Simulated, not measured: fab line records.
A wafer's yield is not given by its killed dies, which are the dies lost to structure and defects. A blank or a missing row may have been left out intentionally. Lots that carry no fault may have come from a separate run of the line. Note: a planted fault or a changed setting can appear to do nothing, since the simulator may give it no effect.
Which tool did it?	flow sky130	42 wafers from 14 lots sampled at 6 of the route's 708 steps

== WHAT EACH GAUGE READ, for each wafer ==
SKY_NWELL_TW_MEAS_15.
lot	measured	on	NWELL_TW
L284	day 4 19:52	film-metro-01	1806 1806 1798
L285	day 5 01:44	film-metro-04	1794 1805 1792
L287	day 5 07:25	film-metro-04	1805 1800 1799
L288	day 5 18:04	film-metro-01	1791 1798 1792
L289	day 5 21:37	film-metro-02	1828 1820 1817
L295	day 7 05:31	film-metro-02	1823 1824 1821
L296	day 7 11:34	film-metro-02	1836 1828 1836
L300	day 8 11:52	film-metro-01	1795 1803 1792
L301	day 8 15:49	film-metro-02	1830 1830 1833
L302	day 8 23:51	film-metro-02	1827 1835 1831
L303	day 9 03:49	film-metro-01	1775 1784 1773
L304	day 9 12:04	film-metro-01	1773 1776 1778
L305	day 9 17:16	film-metro-01	1780 1789 1792
L306	day 9 19:04	film-metro-01	1784 1793 1799

SKY_VT_ADJUST_HVTP_OVL_MEAS_08.
lot	measured	on	VT_ADJUST_HVTP_OVL (nm)
L284	day 6 08:24	overlay-01	-1.1 -2.1 -2.2
L285	day 6 14:54	overlay-02	-3.2 -1.3 -2.5
L287	day 6 20:35	overlay-01	-3.6 -2.3 -1.1
L288	day 7 08:05	overlay-02	-3.6 -4.9 -2.9
L289	day 7 12:15	overlay-01	-0.6 -2.4 0.1
L295	day 8 23:27	overlay-02	-1.2 -0.4 -0.9
L296	day 9 05:24	overlay-01	0.6 0.6 0.6
L300	day 10 06:20	overlay-02	-1.5 1.5 -1.3
L301	day 10 11:37	overlay-02	-1.1 -1.4 -1.8
L302	day 10 21:11	overlay-02	-3.1 -4.2 -4.1
L303	day 10 23:43	overlay-02	-3.9 -5.0 -5.2
L304	day 11 09:41	overlay-02	-2.9 -2.1 -0.8
L305	day 11 14:42	overlay-02	-2.7 -2.9 -3.7
L306	day 11 18:02	overlay-02	-1.8 -2.5 -1.0

SKY_VT_ADJUST_LVTN_OVL_MEAS_18.
lot	measured	on	VT_ADJUST_LVTN_01_OVL (nm)
L284	day 7 23:52	overlay-01	-2.1 1.3 0.3
L285	day 8 07:05	overlay-01	-0.2 1.1 -1.3
L287	day 8 13:04	overlay-02	1.0 2.1 1.7
L288	day 9 01:27	overlay-02	0.3 0.3 1.1
L289	day 9 06:22	overlay-01	0.9 0.8 0.7
L295	day 10 19:10	overlay-02	- - 0.1
L296	day 11 01:52	overlay-02	- -0.9 -0.9
L300	day 12 05:08	overlay-02	-2.0 -1.2 -1.8
L301	day 12 10:50	overlay-02	0.0 0.5 0.8
L302	day 12 21:49	overlay-02	0.4 0.5 -0.4
L303	day 13 00:13	overlay-02	-0.6 -1.6 -1.2
L304	day 13 10:16	overlay-02	-0.7 -2.2 -2.5
L305	day 13 16:34	overlay-02	1.5 0.4 0.2
L306	day 13 20:19	overlay-02	-0.5 -0.1 0.6

SKY_VT_ADJUST_LVTN_TW_MEAS_21.
lot	measured	on	VT_ADJUST_LVTN_2_TW
L284	day 8 00:10	film-metro-03	185.3 184.8 184.7
L285	day 8 07:22	film-metro-03	184.9 185.6 185.2
L287	day 8 13:21	film-metro-03	184.3 185.4 185.0
L288	day 9 01:44	film-metro-01	183.6 183.2 183.7
L289	day 9 06:39	film-metro-01	184.5 184.0 184.7
L295	day 10 19:27	film-metro-01	29.4 29.3 184.0
L296	day 11 02:09	film-metro-01	29.7 185.3 186.8
L300	day 12 05:25	film-metro-03	183.9 183.1 184.8
L301	day 12 11:07	film-metro-03	184.2 184.0 184.3
L302	day 12 22:07	film-metro-01	185.5 185.6 185.5
L303	day 13 00:49	film-metro-03	184.4 185.2 184.4
L304	day 13 10:34	film-metro-03	185.6 185.0 185.8
L305	day 13 16:52	film-metro-03	185.0 185.2 185.1
L306	day 13 20:37	film-metro-01	184.2 185.2 184.8

== TOOL THAT RAN EACH LOT (tool first, then ch and the chambers of the sampled wafers, then the start) ==
lot	SKY_NWELL_STRIP_14	SKY_VT_ADJUST_LVTN_DEVELOP_17
L284	plasma-asher-03 ch 0,1, day 4 19:46	litho-track-02 ch 0, day 7 23:44
L285	plasma-asher-03 ch 0,1, day 5 01:38	litho-track-02 ch 0, day 8 06:58
L287	plasma-asher-01 ch 0,1, day 5 07:19	litho-track-02 ch 0, day 8 12:55
L288	plasma-asher-03 ch 0,1, day 5 17:58	litho-track-04 ch 0, day 9 01:18
L289	plasma-asher-01 ch 0, day 5 21:31	litho-track-04 ch 0, day 9 06:14
L295	plasma-asher-02 ch 0,1, day 7 05:25	litho-track-04 ch 0, day 10 19:02
L296	plasma-asher-03 ch 0,1, day 7 11:27	litho-track-04 ch 0, day 11 01:44
L300	plasma-asher-03 ch 0,1, day 8 11:46	litho-track-02 ch 0, day 12 04:58
L301	plasma-asher-02 ch 0, day 8 15:42	litho-track-01 ch 0, day 12 10:41
L302	plasma-asher-01 ch 1, day 8 23:45	litho-track-01 ch 0, day 12 21:40
L303	plasma-asher-02 ch 0,1, day 9 03:43	litho-track-01 ch 0, day 13 00:04
L304	plasma-asher-03 ch 0,1, day 9 11:57	litho-track-01 ch 0, day 13 10:07
L305	plasma-asher-03 ch 0,1, day 9 17:10	litho-track-02 ch 0, day 13 16:26
L306	plasma-asher-02 ch 0,1, day 9 18:58	litho-track-02 ch 0, day 13 20:11
- SKY_NWELL_STRIP_14: strips in O2/N2.
- SKY_VT_ADJUST_LVTN_DEVELOP_17: develop time 60 s.

== AS READ BY THE TOOLS THEMSELVES (means over the sampled wafers that have a number; for cases with no such wafer, the mark the record gives instead) ==
SKY_NWELL_STRIP_14.
lot	tool	drypump-motor-current-A (A)	oes-product-au (a.u.)	strip-time-to-endpoint-s (s)
L284	plasma-asher-03	5.9	0.717	37.03
L285	plasma-asher-03	5.9	0.719	36.88
L287	plasma-asher-01	5.2	0.722	36.82
L288	plasma-asher-03	5.9	0.725	36.87
L289	plasma-asher-01	4.8	0.717	36.94
L295	plasma-asher-02	5.7	0.723	37.01
L296	plasma-asher-03	5.9	0.723	36.65
L300	plasma-asher-03	5.9	0.722	36.95
L301	plasma-asher-02	5.6	0.725	36.97
L302	plasma-asher-01	5.4	0.722	36.79
L303	plasma-asher-02	5.6	0.717	36.92
L304	plasma-asher-03	5.9	0.727	36.89
L305	plasma-asher-03	5.9	0.723	36.70
L306	plasma-asher-02	5.7	0.725	36.89

SKY_VT_ADJUST_LVTN_DEVELOP_17.
lot	tool	resist-line-temp-C (C)
L284	litho-track-02	23.11
L285	litho-track-02	22.95
L287	litho-track-02	22.98
L288	litho-track-04	22.99
L289	litho-track-04	23.05
L295	litho-track-04	22.94
L296	litho-track-04	22.95
L300	litho-track-02	22.85
L301	litho-track-01	22.98
L302	litho-track-01	23.00
L303	litho-track-01	23.03
L304	litho-track-01	23.08
L305	litho-track-02	23.01
L306	litho-track-02	23.12

== THE ANSWER, worked out from the rows above alone ==
Rule: the lots themselves supply what counts as usual. Put in order of their means at a reading, lots are off if they are a third of the lots or fewer, leave a main group of 4 or more, and stand apart from it by a gap of 3 or more times the standard deviation of the main group's means; of several such gaps the widest counts. A main group is skipped when, at the precision printed for the reading in the tables above, its means are all equal. A lot without any number at a reading at which 4 lots or more have one is off too. The other lots that the step has rows for count as sound. After the gauges, taken in route order, come the tools' own readings; for these a lot's mean is taken, as printed above. The first step at which some lot is off is used, and at that step the reading that is off furthest; a lot without a number counts as furthest.
Off: L295, L296, at SKY_VT_ADJUST_LVTN_TW_MEAS_21 (VT_ADJUST_LVTN_2_TW). For the main group the mean is 184.7 and the standard deviation 0.59.
A tool fits if, at a process step before that reading, it ran every lot that is off, and no sound lot after the first of them. Those tools and the gauges at SKY_VT_ADJUST_LVTN_TW_MEAS_21 are tried in the same way. One candidate fits, namely litho-track-04 at SKY_VT_ADJUST_LVTN_DEVELOP_17. A fault onset in the window from L289 (day 9 06:14, its last sound lot) to L295 (day 10 19:02, its first lot off) fits.

== WHAT THE SIMULATOR HAD INSERTED ==
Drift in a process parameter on litho-track-04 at SKY_VT_ADJUST_LVTN_DEVELOP_17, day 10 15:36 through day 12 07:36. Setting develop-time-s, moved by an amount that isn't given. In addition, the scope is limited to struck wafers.
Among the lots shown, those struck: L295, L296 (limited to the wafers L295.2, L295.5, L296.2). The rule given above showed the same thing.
